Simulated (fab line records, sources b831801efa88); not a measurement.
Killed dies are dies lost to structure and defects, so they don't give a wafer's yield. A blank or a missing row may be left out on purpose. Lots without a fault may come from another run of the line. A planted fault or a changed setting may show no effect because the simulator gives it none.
fab line records | flow gf180mcu
record lots=12 wafers=36 last_day=34
route steps=602 shown POLY_GATE@175 V2@404 M4@465 V4@497
lots that met no fault: from a run of the same line without faults
start_h: hours from the record's first day to the start of the lot's first wafer shown | wait_h: hours since the lot's step before | " the same as in the row above | L1.1+2: a row that stands for several wafers | - no value, or no start given | * or withheld: withheld | < > ~ a bound
route shown NAME@n: a module of which the file shows steps, and the number in the route of the first | usual: mean/standard deviation of fault-free wafers | same: alike in all rows | chamber/n: place in a boat | sites: the reading at each site | _std_site: their standard deviation | _edge_site: outer sites' mean less inner sites' | radius_mm: how far each site lies from the wafer's centre | mask NAME#n: copy n | behind: the tool/chamber that last shaped the wafer | hold: why the lot was held/for how many hours/how that ended | device: the transistor (n, p or np) that didn't switch | end of line: the same wafers' tests at the end of the route | a step without rows: its recipe alone | killed: dies lost to structure and defects at the first sort, not the wafer's yield | map: a wafer's dies, x killed, . not, _ none there
set.NAME: the setting as run; set.NAME@STEP: as run at that earlier step | model.NAME: the simulator's own value behind a step, which no gauge read
steps of the route over a sample of lots; a table a step, a row a wafer
services: from which hour (start_h, from the record's first day; less than 0 if before it) a tool's chamber was out of use, for how many hours, and why
## steps
# step GF_POLY_GATE_CD_MEAS_18
# usual cd_nm=280.0/2.2
# columns lot.wafer tool chamber start_h wait_h cd_nm
L683.4 cd_sem-02 - 193.31 0.1 281.5
L683.5 " - " " 279.7
L683.6 " - " " 279.3
L684.4 cd_sem-02 - 200.96 0.1 278.5
L684.5 " - " " 278.3
L684.6 " - " " 281.7
L685.3 cd_sem-02 - 206.65 0.1 280.6
L685.5 " - " " 284.7
L685.6 " - " " 279.2
L688.2 cd_sem-02 - 244.01 0.1 281.0
L688.4 " - " " 280.8
L688.5 " - " " 281.8
L691.2 cd_sem-01 - 264.26 0.1 280.9
L691.4 " - " " 279.0
L691.5 " - " " 280.3
L690.1 cd_sem-01 - 265.11 0.1 277.6
L690.4 " - " " 280.0
L690.6 " - " " 280.7
L699.2 cd_sem-02 - 318.43 0.1 280.4
L699.4 " - " " 279.0
L699.6 " - " " 278.5
L700.1 cd_sem-01 - 319.47 0.1 280.5
L700.2 " - " " 280.6
L700.6 " - " " 280.4
L702.4 cd_sem-01 - 334.72 0.1 279.0
L702.5 " - " " 278.9
L702.6 " - " " 281.1
L704.1 cd_sem-01 - 348.02 0.1 282.8
L704.4 " - " " 285.1
L704.6 " - " " 285.4
L705.2 cd_sem-01 - 355.52 0.1 277.9
L705.4 " - " " 279.9
L705.6 " - " " 280.8
L706.1 cd_sem-02 - 364.09 0.1 278.6
L706.2 " - " " 283.6
L706.5 " - " " 278.7
# step GF_V2_SPUTTER_22
# recipe material=TiN target_thk_nm=10 chamber_pressure_pa=5 power_w=4000 time_s=40
# usual throttle_valve_pct=29.9/0.78
# columns lot.wafer tool chamber start_h wait_h throttle_valve_pct
L683.4 pvd_sputter-04 - 456.78 0.0 29.0
L683.5 " - " " 30.2
L683.6 " - " " 29.1
L684.4 pvd_sputter-04 - 461.38 0.0 29.1
L684.5 " - " " 31.0
L684.6 " - " " 28.7
L685.3 pvd_sputter-02 - 471.16 0.0 30.7
L685.5 " - " " 30.0
L685.6 " - " " 30.0
L688.2 pvd_sputter-03 - 521.17 0.0 29.1
L688.4 " - " " 31.4
L688.5 " - " " 29.3
L691.2 pvd_sputter-02 - 544.07 0.0 29.9
L691.4 " - " " 30.1
L691.5 " - " " 30.0
L690.1 pvd_sputter-03 - 547.43 0.0 29.9
L690.4 " - " " 29.4
L690.6 " - " " 31.6
L699.2 pvd_sputter-02 - 605.73 0.0 30.1
L699.4 " - " " 30.6
L699.6 " - " " 30.9
L700.1 pvd_sputter-04 - 606.77 0.0 30.3
L700.2 " - " " 30.7
L700.6 " - " " 30.6
L702.4 pvd_sputter-03 - 621.42 0.0 29.2
L702.5 " - " " 29.8
L702.6 " - " " 29.4
L704.1 pvd_sputter-04 - 631.75 0.0 29.2
L704.4 " - " " 30.2
L704.6 " - " " 30.3
L705.2 pvd_sputter-02 - 639.78 0.0 30.7
L705.4 " - " " 30.3
L705.6 " - " " 30.1
L706.1 pvd_sputter-02 - 647.54 0.0 29.9
L706.2 " - " " 30.0
L706.5 " - " " 29.2
# step GF_M4_COAT_09
# recipe resist=KrF spin_rpm=withheld resist_thk_nm=1000
# columns lot.wafer tool chamber start_h wait_h
L683.4+5+6 litho_track-02 0 519.88 0.1
L684.4+5+6 litho_track-02 0 525.28 0.1
L685.3+5+6 litho_track-03 0 534.76 0.1
L688.2+4+5 litho_track-01 0 579.67 0.1
L691.2+4+5 litho_track-02 0 602.08 0.1
L690.1+4+6 litho_track-02 0 605.15 0.1
L699.2+4+6 litho_track-02 0 659.38 0.1
L700.1+2+6 litho_track-03 0 660.01 0.1
L702.4+5+6 litho_track-03 0 674.84 0.1
L704.1+4+6 litho_track-01 0 684.34 0.1
L705.2+4+6 litho_track-02 0 690.83 0.1
L706.1+2+5 litho_track-02 0 697.85 0.1
# step GF_M4_STRIP_17
# recipe chemistry=O2/N2 power_w=1400 pressure_mtorr=1500 platen_temp_c=250 o2_flow_sccm=3000 n2_flow_sccm=300 overash_fraction=0.5
# usual chamber_pressure_mTorr=1500.1/1.5 drypump_motor_current_A=5.7/0.55 heater_power_w=328/24 oes_product_au=0.557/0.0052 strip_time_to_endpoint_s=7.86/0.038
# columns lot.wafer tool chamber start_h wait_h chamber_pressure_mTorr drypump_motor_current_A heater_power_w oes_product_au rf_hours_counter_h strip_time_to_endpoint_s
L683.4 plasma_asher-04 0 531.91 0.1 1499.4 5.2 310 0.563 - 7.94
L683.5 " 1 " " 1498.8 5.2 309 0.557 - 7.90
L683.6 " 0 " " 1502.4 5.2 300 0.564 - 7.94
L684.4 plasma_asher-02 1 537.06 0.1 1501.9 6.8 373 0.563 - 7.86
L684.5 " 0 " " 1502.5 5.4 339 0.541 - 7.81
L684.6 " 1 " " 1500.7 6.8 361 0.565 - 7.80
L685.3 plasma_asher-02 0 547.07 0.1 1497.9 5.4 328 0.564 - 7.88
L685.5 " 0 " " 1500.5 5.4 344 0.556 - 7.88
L685.6 " 1 " " 1499.8 6.8 363 0.558 - 7.92
L688.2 plasma_asher-04 1 591.49 0.1 1502.7 5.2 297 0.561 95 7.83
L688.4 " 1 " " 1498.9 5.3 304 0.558 - 7.86
L688.5 " 1 " " 1499.0 5.2 306 0.556 - 7.83
L691.2 plasma_asher-04 0 613.26 0.1 1499.9 5.2 310 0.548 97 7.37
L691.4 " 1 " " 1500.5 5.3 300 0.531 - 7.36
L691.5 " 1 " " 1500.5 5.3 305 0.555 - 7.78
L690.1 plasma_asher-03 1 615.98 0.1 1499.3 5.8 324 0.564 60 7.86
L690.4 " 0 " " 1498.7 5.9 345 0.535 - 7.43
L690.6 " 0 " " 1496.9 5.9 353 0.562 - 7.85
L699.2 plasma_asher-03 0 669.66 0.1 1499.8 5.9 345 0.566 66 7.90
L699.4 " 0 " " 1499.3 5.9 351 0.550 - 7.91
L699.6 " 1 " " 1500.3 5.8 320 0.561 - 7.88
L700.1 plasma_asher-04 0 670.01 0.1 1500.2 5.2 304 0.559 104 7.88
L700.2 " 1 " " 1501.8 5.2 291 0.558 104 7.91
L700.6 " 0 " " 1498.6 5.2 304 0.551 - 7.90
L702.4 plasma_asher-03 0 683.86 0.1 1499.0 5.9 348 0.564 - 7.90
L702.5 " 1 " " 1500.3 5.8 321 0.556 - 7.84
L702.6 " 0 " " 1500.4 5.9 350 0.563 - 7.89
L704.1 plasma_asher-02 0 693.91 0.1 1499.4 5.4 347 0.556 29 7.93
L704.4 " 1 " " 1498.1 6.8 365 0.557 - 7.87
L704.6 " 1 " " 1502.3 6.8 366 0.558 - 7.89
L705.2 plasma_asher-03 0 700.49 0.1 1499.2 5.9 348 0.554 70 7.84
L705.4 " 1 " " 1500.3 5.8 328 0.560 - 7.89
L705.6 " 0 " " 1500.2 5.9 346 0.550 - 7.86
L706.1 plasma_asher-03 1 706.13 0.1 1498.9 5.8 326 0.554 71 7.90
L706.2 " 0 " " 1500.4 5.9 347 0.554 71 7.83
L706.5 " 1 " " 1500.6 5.8 318 0.552 - 7.86
# step GF_V4_SPUTTER_21
# recipe material=Ti target_thk_nm=15 chamber_pressure_pa=5 power_w=2500 substrate_temp_c=200 time_s=80.02
# usual throttle_valve_pct=29.8/0.79
# columns lot.wafer tool chamber start_h wait_h throttle_valve_pct
L683.4 pvd_sputter-04 - 555.70 0.0 31.1
L683.5 " - " " 30.4
L683.6 " - " " 28.4
L684.4 pvd_sputter-02 - 561.90 0.0 29.1
L684.5 " - " " 30.1
L684.6 " - " " 30.0
L685.3 pvd_sputter-03 - 571.67 0.0 31.3
L685.5 " - " " 29.2
L685.6 " - " " 31.2
L688.2 pvd_sputter-03 - 614.02 0.0 29.4
L688.4 " - " " 29.6
L688.5 " - " " 29.6
L691.2 pvd_sputter-02 - 635.21 0.0 29.7
L691.4 " - " " 29.8
L691.5 " - " " 30.9
L690.1 pvd_sputter-03 - 638.06 0.0 31.3
L690.4 " - " " 29.2
L690.6 " - " " 29.0
L699.2 pvd_sputter-02 - 690.17 0.0 29.2
L699.4 " - " " 30.8
L699.6 " - " " 29.7
L700.1 pvd_sputter-03 - 690.67 0.0 29.8
L700.2 " - " " 29.2
L700.6 " - " " 29.0
L702.4 pvd_sputter-02 - 704.70 0.0 29.3
L702.5 " - " " 30.6
L702.6 " - " " 29.3
L704.1 pvd_sputter-02 - 714.38 0.0 30.0
L704.4 " - " " 30.7
L704.6 " - " " 29.2
L705.2 pvd_sputter-04 - 721.34 0.0 29.3
L705.4 " - " " 30.7
L705.6 " - " " 30.2
L706.1 pvd_sputter-04 - 726.07 0.0 28.4
L706.2 " - " " 28.9
L706.5 " - " " 29.2
## services
# columns tool chamber start_h hours kind
plasma_asher-03 - 440.73 2.4 repair
pvd_sputter-04 - 467.62 11.1 repair
pvd_sputter-04 - 518.63 1.4 repair
pvd_sputter-03 - 536.65 5.2 repair
pvd_sputter-03 3 582.48 - consumable_replace:kit
pvd_sputter-03 3 582.48 18.0 scheduled_down
pvd_sputter-03 3 582.48 18.0 vent_cycle
pvd_sputter-03 - 598.22 2.1 repair
pvd_sputter-04 2 638.65 - consumable_replace:kit
pvd_sputter-04 2 638.65 18.0 scheduled_down
pvd_sputter-04 2 638.65 18.0 vent_cycle
pvd_sputter-03 - 683.86 2.6 repair
pvd_sputter-03 2 700.27 - consumable_replace:kit
pvd_sputter-04 - 705.74 1.7 repair
pvd_sputter-02 - 709.75 1.8 repair
pvd_sputter-02 3 715.49 - consumable_replace:kit
pvd_sputter-02 3 715.49 18.0 scheduled_down
pvd_sputter-02 3 715.49 18.0 vent_cycle
## key
first_sign step=GF_M4_STRIP_17 reading=strip_time_to_endpoint_s direction=down sigmas=13 usual=* struck=*
effect step=GF_M4_STRIP_17 reading=oes_product_au direction=down sigmas=3.8 usual=0.557 struck=0.538
met_at GF_M4_COAT_09
struck_lots L690,L691
struck_wafers L690.4,L691.2,L691.4
not_acting_at GF_POLY_GATE_CD_MEAS_18,GF_V2_SPUTTER_22,GF_V4_SPUTTER_21
onset_between 525.28 602.08
fault kind=process_parameter_drift tool=litho_track-02 chamber=- onset_h=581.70 steps=GF_M4_COAT_09 channel=resist_thk_nm offset=* shape=step end_h=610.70 scope=struck_wafers_only acts_in=* stated=*
